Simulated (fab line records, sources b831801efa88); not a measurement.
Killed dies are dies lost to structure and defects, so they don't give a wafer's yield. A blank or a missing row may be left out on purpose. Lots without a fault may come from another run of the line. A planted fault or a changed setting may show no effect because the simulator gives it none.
Chamber matching | flow sky130 | SKY_VIA3_CMP_24 on cmp-02: 4 sister chambers
The step polishes, stops on SiO2, t overpolish 20 s, target thk 0 nm. 7 wafers are shown with their chamber, then 7 later ones without.

WAFERS WITH THEIR CHAMBER
wafer  | chamber | time_to_endpoint_s (s) | motor_current_A (A)
L270.6 | 0       | 92                     | 11.0
L276.2 | 3       | 100                    | 10.9
L283.1 | 1       | 98                     | 11.2
L283.5 | 0       | 92                     | 11.3
L283.6 | 1       | 97                     | 10.4
L286.2 | 3       | 99                     | 11.3
L286.4 | 2       | 97                     | 10.9

WAFERS WITHOUT THEIR CHAMBER
wafer  | time_to_endpoint_s (s) | motor_current_A (A)
L286.5 | 99                     | 10.8
L288.4 | 101                    | 10.4
L288.5 | 97                     | 10.5
L288.6 | 95                     | 10.7
L289.1 | 96                     | 11.0
L289.4 | 104                    | 10.6
L289.5 | 97                     | 10.9

WHICH CHAMBER EACH WENT THROUGH
wafer  | from the rows above          | in truth
L286.5 | can't be placed: 3 or 1      | 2
L288.4 | 3                            | 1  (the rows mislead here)
L288.5 | can't be placed: 2 or 1      | 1
L288.6 | can't be placed: 2 or 1 or 0 | 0
L289.1 | can't be placed: 2 or 1      | 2
L289.4 | 3                            | 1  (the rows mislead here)
L289.5 | can't be placed: 2 or 1      | 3
Placed correctly: 0 of 7. Can't be placed from these rows: 5 (the true chamber is among the candidates in 3). Placed wrongly: 2.
How it was worked out, from the rows above alone: a wafer's distance from a chamber is the root of the sum, over the readings, of the square of ((its reading less the chamber's mean) divided by the reading's scatter). The wafer belongs to the nearest chamber; if the next one is less than 2 further off, it can't be placed. A chamber's mean is the mean of its shown wafers. The scatter: the root of (the sum of the squares of (reading less its chamber's mean) over the shown wafers, divided by (wafers less chambers)).
